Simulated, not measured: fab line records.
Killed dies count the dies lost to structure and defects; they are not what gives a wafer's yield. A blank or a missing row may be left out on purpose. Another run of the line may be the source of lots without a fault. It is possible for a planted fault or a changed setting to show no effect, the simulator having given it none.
Which tool was responsible? | flow gf180mcu | Sampling: 6 lots, 18 wafers, 3 of 602 route steps

## WHAT EACH GAUGE READ, for each wafer
GF_CONTACT_RS_MEAS_25: a four-point-probe measurement.
lot  | measured     | on            | CONTACT_W_RS (ohm/sq)
L525 | day 17 18:52 | film_metro-03 | 0.378 0.382 0.384
L527 | day 18 16:23 | film_metro-02 | 0.387 0.387 0.387
L530 | day 19 07:31 | film_metro-01 | 0.381 0.378 0.378
L532 | day 20 00:15 | film_metro-03 | 0.381 0.382 0.382
L541 | day 23 02:15 | film_metro-02 | 0.387 0.414 0.410
L545 | day 24 09:24 | film_metro-01 | 0.382 0.388 0.382

## WHAT TOOL EACH LOT RAN ON (gives the tool, then ch and the chambers of the sampled wafers, and finally the start)
lot  | GF_CONTACT_SPUTTER_22        | GF_CONTACT_CVD_24
L525 | pvd_sputter-02, day 17 18:36 | cvd_w-02 ch 0,1, day 17 18:44
L527 | pvd_sputter-01, day 18 16:08 | cvd_w-01 ch 0,1, day 18 16:16
L530 | pvd_sputter-04, day 19 07:12 | cvd_w-02 ch 1, day 19 07:20
L532 | pvd_sputter-04, day 20 00:03 | cvd_w-02 ch 0,1, day 20 00:09
L541 | pvd_sputter-04, day 23 02:03 | cvd_w-01 ch 0,1, day 23 02:09
L545 | pvd_sputter-01, day 24 09:12 | cvd_w-02 ch 0,1, day 24 09:18
- GF_CONTACT_SPUTTER_22: material Ti, target thk 15 nm, time 80.02 s.
- GF_CONTACT_CVD_24: deposits W, target thk 300 nm, time 90.339 s.

## THE ANSWER, worked out from the rows above alone
Rule: the usual values come from the lots themselves. The widest of any qualifying gaps counts: lots, ordered by their means at a reading, are off when they make up no more than a third of the lots, leave a main group of 4 or more, and stand apart from it by 3 or more times the standard deviation of that group's means. The tables above print the reading to a certain number of digits; a main group whose means all agree to those digits is not used. Also off: a lot with no number at a reading for which 4 or more lots have one. The other lots that the step has rows for count as sound.
Off: L541, at GF_CONTACT_RS_MEAS_25 (CONTACT_W_RS). The main group has a mean of 0.383 ohm/sq with a standard deviation of 0.0027.
A tool fits if, at a process step before that reading, it ran every lot that is off, and no sound lot after the first of them. Gauges at GF_CONTACT_RS_MEAS_25: tried the same way as those tools. Can't be told from this: 3 tools fit, pvd_sputter-04 at GF_CONTACT_SPUTTER_22, cvd_w-01 at GF_CONTACT_CVD_24, film_metro-02 at GF_CONTACT_RS_MEAS_25.

## WHAT HAD BEEN PUT IN BY THE SIMULATOR
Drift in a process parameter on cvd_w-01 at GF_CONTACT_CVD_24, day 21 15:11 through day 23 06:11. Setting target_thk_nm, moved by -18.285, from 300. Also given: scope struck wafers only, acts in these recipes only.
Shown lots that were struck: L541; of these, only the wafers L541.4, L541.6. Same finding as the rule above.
